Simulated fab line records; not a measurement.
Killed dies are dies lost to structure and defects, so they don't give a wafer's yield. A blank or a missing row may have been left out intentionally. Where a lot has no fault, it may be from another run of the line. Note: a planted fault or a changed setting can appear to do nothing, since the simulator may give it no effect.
8D (eight disciplines) problem report, filled in by code :: flow gf180mcu :: the parts of the form that need people (team, actions taken, sign-off) are left out

## 1. PROBLEM STATEMENT
Mean DUAL_GATE_OXIDATION_00_THK at GF_DUAL_GATE_THK_MEAS_03: 9.36 nm over 9 wafers in 3 lots; fault-free wafers: 10.94 nm, standard deviation 0.2. Measured from the usual mean, that is -7.9 standard deviations.
First observed at day 9 10:58: wafer L168.1, on filmMetro-01. At this step, 36 wafers from 12 lots have a number in the record. By rule, "out" or "out of limits" means more than 4 standard deviations away from the usual mean. The rest of the wafers with a number are treated as sound.

## 2. WHAT THIS IS AND IS NOT
question: which readings at this step
is: DUAL_GATE_OXIDATION_00_THK
is not: -

question: which lots
is: L168, L170, L172
is not: L164, L175, L177, L180, L181, L182, L183, L184, L185

question: which wafers of those lots
is: all that have a number
is not: -

question: read on which gauges
is: filmMetro-01, filmMetro-03, filmMetro-04
is not: -

question: when
is: from day 9 10:58
is not: up to then (3 sound wafers); but 24 sound wafers of L175, L177, L180, L181, L182, L183, L184, L185 came after

## 3. THE SUSPECTS, EACH WITH WHAT RULES IT OUT
Counting: a tool at any process step up to the reading remains a suspect when it ran all the lots that are out and ran no sound lot after the first of those.
- the gauge at GF_DUAL_GATE_THK_MEAS_03: ruled out. The wafers that are out were read on 3 gauges (filmMetro-01, filmMetro-03, filmMetro-04).
- furnace-01 at GF_DUAL_GATE_OXIDATION_02 (stabilise 600 s, purge 300 s, target thk 10.887 nm): ruled out as a lasting fault. Sound lots L183, L184, L185 ran on it after its first lot that is out, L168 (day 9 09:31).
Left after counting: nothing in the record.

## 4. THE CAUSE (what the simulator had put in)
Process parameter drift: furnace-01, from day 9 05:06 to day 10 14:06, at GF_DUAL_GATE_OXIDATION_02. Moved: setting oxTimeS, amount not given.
Counting ruled it out, wrongly: the rule takes a fault to strike every lot that its tool runs from its start on, and this one did not.

## 5. THE CHAIN OF EFFECTS, in route order
Each row: a reading whose mean over the struck wafers that have a number lies more than 3 standard deviations from the usual. Only readings whose record carries a usual standard deviation are examined. hours: median over the lots of the time between each lot's start at the first step of this table that gives one and its start at this step. sigmas: the change, counted in usual standard deviations.
hours: 0
step: GF_DUAL_GATE_THK_MEAS_03
reading: DUAL_GATE_OXIDATION_00_THK
usual: 10.94 nm
on struck wafers: 9.36
change: -1.58
sigmas: -7.9
Later measuring or inspecting steps at which every struck wafer that the step has a row for has a number for every such reading, and none has moved that far: GF_DUAL_GATE_OVL_MEAS_11.

## 6. HOW IT WOULD HAVE BEEN CAUGHT EARLIER
The first out-of-limits reading at a measuring or inspecting step in this record came at day 9 10:58, 6 hours after the fault's start at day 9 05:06.
Tool readings at GF_DUAL_GATE_OXIDATION_02 with a usual standard deviation given in the record: none out on any struck wafer, hence no alarm at a limit of 4 standard deviations on them.
